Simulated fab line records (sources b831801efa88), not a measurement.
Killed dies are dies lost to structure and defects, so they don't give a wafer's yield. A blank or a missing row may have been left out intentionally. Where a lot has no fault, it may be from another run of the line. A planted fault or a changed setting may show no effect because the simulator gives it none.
Struck lot and sound lot, side by side -- flow sky130 -- 18 steps out of a route of 708
Sound: wafers L834.1, L834.2, L834.3. Wafers struck: L836.3, L836.4, L836.6. At the end, the cause is stated.
Order at every step that has rows: each side's tool, ch and its chambers, its first start. Under that, the readings that differ: sound wafers -- struck wafers -- difference of the means -- sigmas: that difference in standard deviations of wafers without a fault.
alike: a reading whose means differ by less than 2 such deviations, as well as words and numbers matching on both sides. not compared: withheld readings; readings where some wafer has no value; bounds like >300 that might hide an equal value; numbers whose values overlap and for which the record gives no deviation.
A row with sigmas, a row that says differs or no value, or rows on one side alone: a step with any of these is where the two part. Numbers that have no deviation but don't overlap get no sigmas and don't part them. A reading missing from all wafers of one side parts the sides only when that side holds two or more wafers.

first, 4 steps without rows for these wafers: SKY_LDD_HVP_SOFTBAKE_03 (time 60 s); SKY_LDD_HVP_EXPOSE_04 (exposes mask HVPTM, target cd 700 nm); SKY_LDD_HVP_PEB_05; SKY_LDD_HVP_DEVELOP_06 (develop time 60 s).
SKY_LDD_HVP_OVL_MEAS_07:
  sound on overlay-02 at day 26 15:56; struck on overlay-01 at day 27 08:20
  alike: LDD_HVP_OVL
then, 1 step without rows for these wafers: SKY_LDD_HVP_IMPLANT_08.
SKY_LDD_HVP_STRIP_09: strips in O2/N2.
  sound on plasma asher-02 ch 0,1, day 26 16:07; struck on plasma asher-02 ch 0,1, day 27 08:33
  alike: drypump motor current A, o2 flow sccm, oes product au, strip time to endpoint s
  not compared: rf hours counter h
SKY_LDD_HVP_TW_MEAS_10:
  sound on film metro-01 at day 26 16:13; struck on film metro-02 at day 27 08:38
  alike: LDD_HVP_TW
then, 4 steps without rows for these wafers: SKY_LDD_LDN_DEHYDRATE_00 (time 60 s); SKY_LDD_LDN_HMDS_01 (prime time 60 s); SKY_LDD_LDN_COAT_02 (resist thk 1140 nm); SKY_LDD_LDN_SOFTBAKE_03 (time 60 s).
SKY_LDD_LDN_EXPOSE_04: exposes mask LDNTM, target cd 700 nm.
  sound on iline stepper-01 ch 0, day 27 07:41; struck on iline stepper-01 ch 0, day 27 22:32
reading,sound,struck,difference,sigmas
model.LDD_LDN.overlay x nm (nm),0.1981 0.1981 0.1981,193.1 193.1 193.1,+192.9,
  alike: mask, reticle temp C, stage vel mm s
then, 2 steps without rows for these wafers: SKY_LDD_LDN_PEB_05; SKY_LDD_LDN_DEVELOP_06 (develop time 60 s).
SKY_LDD_LDN_OVL_MEAS_07:
  sound on overlay-02 at day 27 21:14; struck on overlay-02 at day 28 12:14
reading,sound,struck,difference,sigmas
LDD_LDN_OVL (nm),-1.8 -1.5 -2.1,191.0 190.5 191.9,+192.9,+99 or more
then, 1 step without rows for these wafers: SKY_LDD_LDN_IMPLANT_08.
-- record jumps: 21 days separate the struck wafers' starts on either side; left off in module LDD_LDN, taken up again in module PAD_OPEN, whose first shown step is the route's number 708 --
SKY_PAD_OPEN_PROBE_99:
  sound on prober-01 at day 49 03:47; struck on prober-01 at day 49 13:38
  alike: killed_at_M0_to_M3, killed_at_M4_up, killed at contacts, killed at front end, killed at other, killed dies, killed open, killed short

## WHERE THEY PART
SKY_LDD_LDN_OVL_MEAS_07 only, going by this record. Later steps at which nothing parts them and some readings are alike: SKY_PAD_OPEN_PROBE_99.

WHY: the cause the simulator had injected
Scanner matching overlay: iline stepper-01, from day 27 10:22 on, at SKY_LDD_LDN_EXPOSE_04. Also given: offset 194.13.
